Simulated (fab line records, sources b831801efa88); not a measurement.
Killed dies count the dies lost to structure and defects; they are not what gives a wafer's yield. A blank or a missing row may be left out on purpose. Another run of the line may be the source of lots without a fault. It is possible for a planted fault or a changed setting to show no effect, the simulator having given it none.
Comparing a struck lot with a sound one :: flow sfq line :: 34 out of 325 route steps
Sound: wafers L148.1, L148.5, L148.6. Wafers L154.1, L154.2, L154.4 were the ones struck. The cause is given at the end.
At each step with rows: each side's tool, then ch and its chambers, then its first start. Under that, the readings that differ: sound wafers :: struck wafers :: difference of the means :: sigmas: that difference in standard deviations of wafers without a fault.
alike: a reading whose means differ by less than 2 such deviations, as well as words and numbers matching on both sides. not compared: withheld readings; readings where some wafer has no value; bounds like >300 that might hide an equal value; numbers whose values overlap and for which the record gives no deviation.
The two part at a step that has a row with sigmas, a row that says differs or no value, or rows on one side only. Non-overlapping numbers with no deviation appear without sigmas and do not part them. A reading missing from all wafers of one side parts the sides only when that side holds two or more wafers.

first, 6 steps without rows for these wafers: SFQ_TRILAYER_M3_LITHO_COAT_080 (resist thk 62 nm); SFQ_TRILAYER_M3_LITHO_COAT_075 (resist thk 600 nm); SFQ_TRILAYER_M3_LITHO_SOFTBAKE_079; SFQ_TRILAYER_M3_LITHO_EXPOSE_076 (exposes mask M3, target cd 500 nm); SFQ_TRILAYER_M3_LITHO_PEB_078 (peb time 60 s); SFQ_TRILAYER_M3_LITHO_DEVELOP_077 (time 60 s).
SFQ_M3_OVL_MEAS_921:
  sound: overlay-01 at day 28 13:59; struck: overlay-01 at day 32 02:42
  alike: M3_OVL
SFQ_TRILAYER_M3_BARC_OPEN_METAL_ETCH_100: etches BARC in O2, target depth 125 nm, time 41.7 s.
  sound on rie metal-03 ch 0,1, day 28 14:01; struck on rie metal-02 ch 0,1, day 32 02:44
  alike: drypump motor current A, oes product au
  not compared: rf hours counter h
SFQ_TRILAYER_M3_ETCH_METAL_ETCH_078: etches Nb in Cl2/Ar, stops on SiO2, target depth 240 nm, time 120 s.
  sound on rie metal-03 ch 0,1, day 28 14:04; struck on rie metal-02 ch 0,1, day 32 02:48
  alike: drypump motor current A, oes product au
  not compared: rf hours counter h
SFQ_TRILAYER_M3_STRIP_STRIP_079: strips in O2.
  sound on rie metal-03 ch 0,1, day 28 14:12; struck on rie metal-02 ch 0,1, day 32 02:55
  alike: drypump motor current A, oes product au
  not compared: rf hours counter h
then, 1 step without rows for these wafers: SFQ_TRILAYER_M3_STRIP_SOLV_CLEAN_080 (cleans in NMP, time 600 s).
SFQ_TRILAYER_I3_DEP_PECVD_081: deposits SiO2 from SiH4/N2O, time 111.11 s, target thk 500 nm.
  sound on pecvd-01 ch 0,1,2, day 28 14:58; struck on pecvd-01 ch 0,1,2, day 32 03:42
  no value came back on the struck wafers for chamber pressure Torr (Torr), heater power outer w (W), heater power w (W), throttle valve pct (%); on the sound wafers chamber pressure Torr (Torr) reads 2.402 2.387 2.399
then, 1 step without rows for these wafers: SFQ_TRILAYER_I3_CMP_CMP_082 (polishes SiO2).
SFQ_I3_BOW_MEAS_922:
  sound: film metro-02 at day 29 02:03; struck: film metro-04 at day 33 02:17
  alike: I3_BOW
SFQ_TRILAYER_I3_METRO_MEASURE_083:
  sound: film metro-02 at day 29 02:10; struck: film metro-04 at day 33 02:25
then, 6 steps without rows for these wafers: SFQ_TRILAYER_I3_VIA_LITHO_COAT_090 (resist thk 62 nm); SFQ_TRILAYER_I3_VIA_LITHO_COAT_085 (resist thk 650 nm); SFQ_TRILAYER_I3_VIA_LITHO_SOFTBAKE_089; SFQ_TRILAYER_I3_VIA_LITHO_EXPOSE_086 (exposes mask I3, target cd 500 nm); SFQ_TRILAYER_I3_VIA_LITHO_PEB_088 (peb time 60 s); SFQ_TRILAYER_I3_VIA_LITHO_DEVELOP_087 (time 60 s).
-- the record jumps here: 2 days lie between the struck wafers' starts before and after --
SFQ_I3_OVL_MEAS_923:
  sound: overlay-02 at day 31 05:00; struck: overlay-02 at day 35 13:36
  alike: I3_OVL
then, 1 step without rows for these wafers: SFQ_TRILAYER_I3_VIA_BARC_OPEN_VIA_ETCH_121 (etches BARC in O2, target depth 125 nm, time 41.7 s).
SFQ_TRILAYER_I3_VIA_ETCH_VIA_ETCH_088: etches SiO2 in CHF3, stops on Nb, target depth 260 nm.
  sound on rie diel-04 ch 0,2,3, day 31 05:05; struck on rie diel-02 ch 0,2,3, day 35 13:41
reading: drypump motor current A (A)
sound: 5.70 5.79 5.76
struck: 5.48 4.96 5.33
difference: -0.49
sigmas: -2

reading: oes product au (a.u.)
sound: 0.856 0.859 0.854
struck: 0.377 0.381 0.362
difference: -0.483
sigmas: -91

reading: model.I3.feature depth nm (nm)
sound: 202.5 200.7 201.1
struck: 0.3016 0.2998 0.2962
difference: -201.1341
sigmas: 

reading: model.etch.depth nm (nm)
sound: 202.2 200.4 200.8
struck: 0 0 0
difference: -201
sigmas: 
SFQ_TRILAYER_I3_VIA_STRIP_STRIP_089: strips in O2.
  sound on rie metal-03 ch 0,1, day 31 05:11; struck on rie metal-04 ch 0,1, day 35 13:47
  alike: drypump motor current A, oes product au
  not compared: rf hours counter h
then, 2 steps without rows for these wafers: SFQ_TRILAYER_I3_VIA_STRIP_SOLV_CLEAN_090 (cleans in NMP, time 600 s); SFQ_TRILAYER_M4_DEP_PRE_CLEAN_092 (time 22.5 s).
SFQ_TRILAYER_M4_DEP_SPUTTER_091: material Nb, target thk 200 nm, time 133.3 s.
  sound: pvd sputter-05 at day 31 05:59; struck: pvd sputter-04 at day 35 14:35
  alike: base pressure pa, throttle valve pct
SFQ_M4_RS_MEAS_924: measurement is done with a four-point probe.
  sound: film metro-02 at day 31 06:05; struck: film metro-03 at day 35 14:41
  alike: M4_NB_RS
then, 3 steps without rows for these wafers: SFQ_TRILAYER_M4_LITHO_COAT_098 (resist thk 62 nm); SFQ_TRILAYER_M4_LITHO_COAT_093 (resist thk 600 nm); SFQ_TRILAYER_M4_LITHO_SOFTBAKE_097.
-- the record jumps here: 4 days lie between the struck wafers' starts before and after --
SFQ_TRILAYER_M4_LITHO_EXPOSE_094: exposes mask M4, target cd 500 nm.
  sound on krf scanner-01 ch 0, day 33 12:06; struck on krf scanner-01, day 39 09:40
  no value came back on the struck wafers for any of 5 readings (exposure dose mJ cm2, focus offset nm (nm) and others); on the sound wafers exposure dose mJ cm2 reads 14.407 14.400 14.387
  alike: mask
then, 1 step without rows for these wafers: SFQ_TRILAYER_M4_LITHO_PEB_096 (peb time 60 s).

== WHERE THEY PART ==
First at SFQ_TRILAYER_I3_DEP_PECVD_081; last, within this record, at SFQ_TRILAYER_M4_LITHO_EXPOSE_094.

WHY: what had been put in by the simulator
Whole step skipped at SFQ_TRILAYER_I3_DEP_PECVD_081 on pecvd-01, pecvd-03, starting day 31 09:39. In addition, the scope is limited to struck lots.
